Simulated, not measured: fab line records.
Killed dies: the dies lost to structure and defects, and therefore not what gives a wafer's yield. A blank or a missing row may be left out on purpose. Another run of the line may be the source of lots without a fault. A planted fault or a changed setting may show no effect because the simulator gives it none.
The tool behind it: which one? :: flow sky130 :: 31 wafers from 11 lots sampled at 2 of the route's 708 steps

## WHAT EACH GAUGE READ, for each wafer
SKY_RES_PROTECT_TW_MEAS_08. Usual: POLY_GATE_TW gives 4083 (standard deviation 28).
lot: L247
measured: day 15 03:05
on: film_metro-01
POLY_GATE_TW: 4104 4097 4116
flag: 

lot: L249
measured: day 15 21:40
on: film_metro-03
POLY_GATE_TW: 4146 4102 4120
flag: 

lot: L250
measured: day 16 02:38
on: film_metro-04
POLY_GATE_TW: 4053 4055 4056
flag: 

lot: L254
measured: day 17 19:53
on: film_metro-04
POLY_GATE_TW: 4058 4090 4053
flag: 

lot: L255
measured: day 18 00:02
on: film_metro-03
POLY_GATE_TW: 4096 4120 4101
flag: 

lot: L258
measured: day 18 23:37
on: film_metro-04
POLY_GATE_TW: 4062 4042
flag: 

lot: L260
measured: day 20 04:25
on: film_metro-04
POLY_GATE_TW: 4049 4066
flag: 

lot: L265
measured: day 21 23:05
on: film_metro-04
POLY_GATE_TW: 4043 4024 4027
flag: 

lot: L268
measured: day 22 18:53
on: film_metro-01
POLY_GATE_TW: 4074 4106 4080
flag: 

lot: L269
measured: day 23 06:17
on: film_metro-01
POLY_GATE_TW: 4081 4084 4074
flag: 

lot: L270
measured: day 23 18:02
on: film_metro-01
POLY_GATE_TW: 4083 4088 4071
flag: 

## EACH LOT AND THE TOOL THAT RAN IT (in order: tool; ch and the chambers of the sampled wafers; start)
lot: L247
SKY_SONOS_ONO_ETCH_15: rie_diel-04 ch 1,3, day 12 16:55

lot: L249
SKY_SONOS_ONO_ETCH_15: rie_diel-02 ch 0,1,2, day 13 08:03

lot: L250
SKY_SONOS_ONO_ETCH_15: rie_diel-01 ch 0,3, day 13 13:21

lot: L254
SKY_SONOS_ONO_ETCH_15: rie_diel-04 ch 1,3, day 15 04:02

lot: L255
SKY_SONOS_ONO_ETCH_15: rie_diel-02 ch 0,2,3, day 15 08:31

lot: L258
SKY_SONOS_ONO_ETCH_15: rie_diel-01 ch 2,3, day 16 05:35

lot: L260
SKY_SONOS_ONO_ETCH_15: rie_diel-02 ch 0,2, day 17 08:38

lot: L265
SKY_SONOS_ONO_ETCH_15: rie_diel-02 ch 0,2,3, day 19 00:17

lot: L268
SKY_SONOS_ONO_ETCH_15: rie_diel-01 ch 0,1,2, day 20 00:24

lot: L269
SKY_SONOS_ONO_ETCH_15: rie_diel-04 ch 1,3, day 20 12:17

lot: L270
SKY_SONOS_ONO_ETCH_15: rie_diel-02 ch 2,3, day 20 23:35
- SKY_SONOS_ONO_ETCH_15: etches the open film in CHF3/O2, target depth 19.52 nm, time 7.8 s.

## WHAT THE TOOLS THEMSELVES READ (means of the sampled wafers that have a number; where no wafer has one, the mark that the record gives instead)
SKY_SONOS_ONO_ETCH_15. Usual: O2_flow_sccm 5.004 sccm, standard deviation 0.016; chamber_pressure_mTorr 40.00 mTorr, standard deviation 0.035; drypump_motor_current_A 5.7 A, standard deviation 0.51; oes_product_au 0.998 a.u., standard deviation 0.0077; throttle_valve_pct 8.824 %, standard deviation 0.0093.
lot: L247
tool: rie_diel-04
O2_flow_sccm (sccm): 5.019
chamber_pressure_mTorr (mTorr): 40.02
drypump_motor_current_A (A): 5.9
oes_product_au (a.u.): 1.001
throttle_valve_pct (%): 8.824
flag: 

lot: L249
tool: rie_diel-02
O2_flow_sccm (sccm): 5.022
chamber_pressure_mTorr (mTorr): 39.99
drypump_motor_current_A (A): 5.5
oes_product_au (a.u.): 0.990
throttle_valve_pct (%): 8.814
flag: 

lot: L250
tool: rie_diel-01
O2_flow_sccm (sccm): 5.015
chamber_pressure_mTorr (mTorr): 40.00
drypump_motor_current_A (A): 5.2
oes_product_au (a.u.): 0.999
throttle_valve_pct (%): 8.827
flag: 

lot: L254
tool: rie_diel-04
O2_flow_sccm (sccm): 5.015
chamber_pressure_mTorr (mTorr): 39.98
drypump_motor_current_A (A): 6.1
oes_product_au (a.u.): 1.005
throttle_valve_pct (%): 8.826
flag: 

lot: L255
tool: rie_diel-02
O2_flow_sccm (sccm): 5.012
chamber_pressure_mTorr (mTorr): 40.00
drypump_motor_current_A (A): 5.8
oes_product_au (a.u.): 0.992
throttle_valve_pct (%): 8.814
flag: 

lot: L258
tool: rie_diel-01
O2_flow_sccm (sccm): 5.011
chamber_pressure_mTorr (mTorr): 39.98
drypump_motor_current_A (A): 5.2
oes_product_au (a.u.): 0.996
throttle_valve_pct (%): 8.827
flag: 

lot: L260
tool: rie_diel-02
O2_flow_sccm (sccm): 5.005
chamber_pressure_mTorr (mTorr): 40.02
drypump_motor_current_A (A): 5.6
oes_product_au (a.u.): 0.997
throttle_valve_pct (%): 8.819
flag: 

lot: L265
tool: rie_diel-02
O2_flow_sccm (sccm): 4.996
chamber_pressure_mTorr (mTorr): 39.98
drypump_motor_current_A (A): 5.8
oes_product_au (a.u.): 0.987
throttle_valve_pct (%): 8.823
flag: 

lot: L268
tool: rie_diel-01
O2_flow_sccm (sccm): 5.013
chamber_pressure_mTorr (mTorr): 39.99
drypump_motor_current_A (A): 5.4
oes_product_au (a.u.): 0.996
throttle_valve_pct (%): 8.822
flag: 

lot: L269
tool: rie_diel-04
O2_flow_sccm (sccm): 5.014
chamber_pressure_mTorr (mTorr): 40.01
drypump_motor_current_A (A): 6.1
oes_product_au (a.u.): 1.006
throttle_valve_pct (%): 8.829
flag: 

lot: L270
tool: rie_diel-02
O2_flow_sccm (sccm): 4.986
chamber_pressure_mTorr (mTorr): 40.00
drypump_motor_current_A (A): 5.9
oes_product_au (a.u.): 0.994
throttle_valve_pct (%): 8.834
flag: 

## THE ANSWER, worked out from the rows above alone
Rule: a lot counts as off when the mean over its wafers that have a number is more than 3 standard deviations away from the usual mean. A lot without any number at a reading at which 4 lots or more have one is off too. Any other lot the step has rows for is counted as sound. The gauges are gone through in route order, then the tools' own readings, and for those a lot's mean is taken as printed above. The first step at which some lot is off is used, and at that step the reading that is off furthest; a lot without a number counts as furthest.
Across all readings shown, no lot is off: no conclusion can be drawn from this.

## WHAT HAD BEEN PUT IN BY THE SIMULATOR
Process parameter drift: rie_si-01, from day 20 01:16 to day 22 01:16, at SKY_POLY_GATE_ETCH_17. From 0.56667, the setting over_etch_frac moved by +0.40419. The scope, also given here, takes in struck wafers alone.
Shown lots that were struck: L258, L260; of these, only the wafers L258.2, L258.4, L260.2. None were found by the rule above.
